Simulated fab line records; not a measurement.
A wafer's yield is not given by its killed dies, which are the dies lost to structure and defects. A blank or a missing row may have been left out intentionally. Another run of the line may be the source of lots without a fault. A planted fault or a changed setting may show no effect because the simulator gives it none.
Which tool is to blame? | flow gf180mcu | Sampling: 24 lots, 72 wafers, 5 of 602 route steps

## WHAT THE GAUGES SHOWED, per wafer
GF_V3_THK_MEAS_25: measures by xrf. Usual: V3_W_THK 360 nm, standard deviation 6.6.
lot  | measured     | on            | V3_W_THK (nm) | flag
L074 | day 22 12:02 | film_metro-03 | 367 366 368   |
L075 | day 23 03:29 | film_metro-02 | 359 357 363   |
L077 | day 23 13:55 | film_metro-02 | 361 360 356   |
L076 | day 23 16:33 | film_metro-02 | 365 360 362   |
L078 | day 23 21:34 | film_metro-01 | 350 347 343   |
L079 | day 24 11:51 | film_metro-02 | 361 365 355   |
L080 | day 24 15:06 | film_metro-03 | 358 355 364   |
L081 | day 25 03:56 | film_metro-03 | 362 373 371   |
L082 | day 25 11:22 | film_metro-03 | 359 360 362   |
L083 | day 25 18:52 | film_metro-01 | 350 354 352   |
L084 | day 26 06:46 | film_metro-03 | 368 366 365   |
L085 | day 26 11:44 | film_metro-03 | 364 362 358   |
L086 | day 26 15:20 | film_metro-03 | 360 358 364   |
L087 | day 27 02:45 | film_metro-01 | 344 347 347   |
L088 | day 27 12:02 | film_metro-02 | 362 354 364   |
L089 | day 27 12:11 | film_metro-01 | 356 347 350   |
L090 | day 27 18:08 | film_metro-03 | 364 361 360   |
L091 | day 28 11:00 | film_metro-03 | 365 365 364   |
L092 | day 28 12:13 | film_metro-03 | 369 366 374   |
L093 | day 28 14:29 | film_metro-02 | 355 362 355   |
L094 | day 28 20:31 | film_metro-03 | 370 365 361   |
L095 | day 29 22:04 | film_metro-02 | 362 357 362   |
L096 | day 29 22:27 | film_metro-03 | 366 355 366   |
L097 | day 30 01:53 | film_metro-01 | 357 355 354   |

GF_M4_CD_MEAS_14: target cd 280 nm. Usual: cd_nm reads 279.8 nm (standard deviation 1.3).
lot  | measured     | on        | cd_nm (nm)        | flag
L074 | day 23 11:26 | cd_sem-01 | 278.6 278.9 279.5 |
L075 | day 24 02:20 | cd_sem-02 | 278.3 278.9 278.6 |
L077 | day 24 13:22 | cd_sem-02 | 281.1 280.4 280.8 |
L076 | day 24 16:02 | cd_sem-02 | 279.1 278.2 278.7 |
L078 | day 24 20:28 | cd_sem-01 | 280.4 281.5 280.6 |
L079 | day 25 10:24 | cd_sem-02 | 280.0 281.2 280.2 |
L080 | day 25 13:25 | cd_sem-01 | 278.2 279.2 278.1 |
L081 | day 26 01:43 | cd_sem-01 | 280.8 280.2 279.6 |
L082 | day 26 09:26 | cd_sem-02 | 280.0 280.4 279.8 |
L083 | day 26 16:40 | cd_sem-02 | 277.2 278.3 278.0 |
L084 | day 27 04:07 | cd_sem-02 | 279.3 279.4 277.9 |
L085 | day 27 08:47 | cd_sem-01 | 279.3 280.0 279.6 |
L086 | day 27 11:52 | cd_sem-02 | 281.0 281.6 281.0 |
L087 | day 28 00:11 | cd_sem-01 | 281.7 282.1 280.9 |
L088 | day 28 08:53 | cd_sem-01 | 279.9 279.6 280.5 |
L089 | day 28 09:11 | cd_sem-01 | 280.1 279.7 279.5 |
L090 | day 28 14:17 | cd_sem-01 | 280.0 279.7 279.9 |
L091 | day 29 07:14 | cd_sem-01 | 276.2 276.3 276.8 |
L092 | day 29 07:31 | cd_sem-02 | 279.8 280.1 280.6 |
L093 | day 29 10:41 | cd_sem-01 | 281.2 282.0 281.0 |
L094 | day 29 16:01 | cd_sem-01 | 280.9 279.3 278.9 |
L095 | day 30 16:31 | cd_sem-02 | 279.6 278.7 280.0 |
L096 | day 30 17:36 | cd_sem-01 | 279.6 279.8 281.2 |
L097 | day 30 20:49 | cd_sem-02 | 280.4 279.6 280.0 |

GF_V5_OVL_MEAS_15. Usual: V5_OVL 2 nm, standard deviation 4.9.
lot  | measured     | on         | V5_OVL (nm) | flag
L074 | day 27 07:27 | overlay-01 | 1 6 7       |
L075 | day 27 19:52 | overlay-01 | 3 10 -1     |
L077 | day 28 06:22 | overlay-01 | -6 -5 -3    |
L076 | day 28 08:50 | overlay-01 | 6 7 7       |
L078 | day 28 14:05 | overlay-02 | 10 13 13    |
L079 | day 29 01:08 | overlay-02 | 5 -6 -1     |
L080 | day 29 04:00 | overlay-02 | 11 -2 5     |
L081 | day 29 14:44 | overlay-02 | 5 1 6       |
L082 | day 29 21:57 | overlay-02 | 5 5 2       |
L083 | day 30 05:21 | overlay-01 | 4 -4 4      |
L084 | day 30 14:10 | overlay-02 | -1 8 -2     |
L085 | day 30 18:53 | overlay-02 | 6 1 2       |
L086 | day 30 22:46 | overlay-01 | -4 -3 -4    |
L087 | day 31 08:10 | overlay-02 | 4 -7 -5     |
L088 | day 31 16:56 | overlay-01 | 3 3 -1      |
L089 | day 31 17:34 | overlay-02 | 8 10 3      |
L090 | day 31 22:08 | overlay-01 | 3 -2 3      |
L091 | day 32 11:15 | overlay-02 | -7 0 0      |
L092 | day 32 13:14 | overlay-02 | -1 -6 -1    |
L093 | day 32 15:35 | overlay-01 | 1 4 -2      |
L094 | day 32 19:38 | overlay-02 | 0 7 8       |
L095 | day 33 16:34 | overlay-02 | -2 8 2      |
L096 | day 33 17:26 | overlay-02 | 3 6 4       |
L097 | day 33 19:14 | overlay-01 | -2 -1 -2    |

## WHICH TOOL RAN EACH LOT (tool, then ch and the chambers of the sampled wafers, then the start)
lot  | GF_V2_CMP_04                  | GF_M4_SPUTTER_04
L074 | cmp-01 ch 1,2,3, day 19 06:55 | pvd_sputter-01, day 22 12:34
L075 | cmp-02 ch 0,2,3, day 20 00:43 | pvd_sputter-02, day 23 04:01
L077 | cmp-02 ch 1,2,3, day 20 10:36 | pvd_sputter-02, day 23 14:27
L076 | cmp-02 ch 0,1,3, day 20 12:47 | pvd_sputter-02, day 23 17:05
L078 | cmp-02 ch 1,2,3, day 20 18:14 | pvd_sputter-01, day 23 22:06
L079 | cmp-02 ch 0,1,2, day 21 09:21 | pvd_sputter-01, day 24 12:24
L080 | cmp-01 ch 0,2,3, day 21 12:16 | pvd_sputter-01, day 24 15:37
L081 | cmp-01 ch 0,1,2, day 22 03:17 | pvd_sputter-01, day 25 04:28
L082 | cmp-01 ch 1,2,3, day 22 10:38 | pvd_sputter-02, day 25 11:56
L083 | cmp-01 ch 0,2,3, day 22 19:27 | pvd_sputter-02, day 25 19:23
L084 | cmp-02 ch 0,1,3, day 23 08:14 | pvd_sputter-02, day 26 07:17
L085 | cmp-02 ch 0,2, day 23 13:13   | pvd_sputter-02, day 26 12:16
L086 | cmp-02 ch 2,3, day 23 17:22   | pvd_sputter-01, day 26 15:52
L087 | cmp-01 ch 2,3, day 24 06:41   | pvd_sputter-01, day 27 03:17
L088 | cmp-01 ch 0,1,3, day 24 15:40 | pvd_sputter-01, day 27 12:34
L089 | cmp-01 ch 0,2, day 24 16:11   | pvd_sputter-02, day 27 12:43
L090 | cmp-02 ch 2,3, day 24 21:38   | pvd_sputter-02, day 27 18:40
L091 | cmp-02 ch 1,2,3, day 25 15:31 | pvd_sputter-02, day 28 11:31
L092 | cmp-01 ch 0,1,3, day 25 17:32 | pvd_sputter-02, day 28 12:46
L093 | cmp-02 ch 0,2, day 25 20:11   | pvd_sputter-01, day 28 15:01
L094 | cmp-01 ch 0,1,3, day 26 03:07 | pvd_sputter-02, day 28 21:03
L095 | cmp-02 ch 0,1,2, day 27 06:26 | pvd_sputter-02, day 29 22:37
L096 | cmp-01 ch 0,1,2, day 27 07:59 | pvd_sputter-01, day 29 23:00
L097 | cmp-02 ch 1,2,3, day 27 10:37 | pvd_sputter-01, day 30 02:25
- GF_V2_CMP_04: polishes SiO2.
- GF_M4_SPUTTER_04: material TiN, target thk 50 nm, time 41.7 s.

## AS READ BY THE TOOLS THEMSELVES (means over the sampled wafers that have a number; for cases with no such wafer, the mark the record gives instead)
GF_V2_CMP_04. Usual: motor_current_A 12.1 A, standard deviation 1.5; time_to_endpoint_s 80 s, standard deviation 5.1.
lot  | tool   | motor_current_A (A) | time_to_endpoint_s (s) | flag
L074 | cmp-01 | 11.6                | 77                     |
L075 | cmp-02 | 11.8                | 72                     |
L077 | cmp-02 | 12.0                | 73                     |
L076 | cmp-02 | 12.8                | 76                     |
L078 | cmp-02 | 12.7                | 78                     |
L079 | cmp-02 | 12.3                | 79                     |
L080 | cmp-01 | 12.0                | 81                     |
L081 | cmp-01 | 10.8                | 78                     |
L082 | cmp-01 | 11.6                | 84                     |
L083 | cmp-01 | 12.1                | 83                     |
L084 | cmp-02 | 13.0                | 83                     |
L085 | cmp-02 | 12.5                | 81                     |
L086 | cmp-02 | 11.6                | 83                     |
L087 | cmp-01 | 12.5                | 78                     |
L088 | cmp-01 | 11.7                | 81                     |
L089 | cmp-01 | 10.8                | 84                     |
L090 | cmp-02 | 12.1                | 83                     |
L091 | cmp-02 | 12.8                | 85                     |
L092 | cmp-01 | 11.3                | 82                     |
L093 | cmp-02 | 11.6                | 90                     |
L094 | cmp-01 | 11.2                | 80                     |
L095 | cmp-02 | 13.0                | 81                     |
L096 | cmp-01 | 10.9                | 78                     |
L097 | cmp-02 | 12.4                | 74                     |

GF_M4_SPUTTER_04. Usual: throttle_valve_pct reads 30.1 % (standard deviation 1).
lot  | tool           | throttle_valve_pct (%) | flag
L074 | pvd_sputter-01 | 29.9                   |
L075 | pvd_sputter-02 | 29.7                   |
L077 | pvd_sputter-02 | 29.8                   |
L076 | pvd_sputter-02 | 30.7                   |
L078 | pvd_sputter-01 | 29.8                   |
L079 | pvd_sputter-01 | 30.4                   |
L080 | pvd_sputter-01 | 30.4                   |
L081 | pvd_sputter-01 | 29.7                   |
L082 | pvd_sputter-02 | 30.0                   |
L083 | pvd_sputter-02 | 31.0                   |
L084 | pvd_sputter-02 | 29.8                   |
L085 | pvd_sputter-02 | 29.9                   |
L086 | pvd_sputter-01 | 30.2                   |
L087 | pvd_sputter-01 | 30.2                   |
L088 | pvd_sputter-01 | 30.4                   |
L089 | pvd_sputter-02 | 30.8                   |
L090 | pvd_sputter-02 | 29.8                   |
L091 | pvd_sputter-02 | 29.9                   |
L092 | pvd_sputter-02 | 29.8                   |
L093 | pvd_sputter-01 | 30.7                   |
L094 | pvd_sputter-02 | 29.6                   |
L095 | pvd_sputter-02 | 30.8                   |
L096 | pvd_sputter-01 | 29.9                   |
L097 | pvd_sputter-01 | 30.4                   |

## THE ANSWER, worked out from the rows above alone
Rule: lot off if the mean of its wafers having a number is beyond 3 standard deviations from the usual mean. A lot without any number at a reading at which 4 lots or more have one is off too. All remaining lots with rows at the step are treated as sound. After the gauges, taken in route order, come the tools' own readings; for these a lot's mean is taken, as printed above. The first step at which some lot is off is used, and at that step the reading that is off furthest; a lot without a number counts as furthest.
No lot is off on any of the readings shown, so nothing can be concluded from this.

## WHAT THE SIMULATOR HAD INSERTED
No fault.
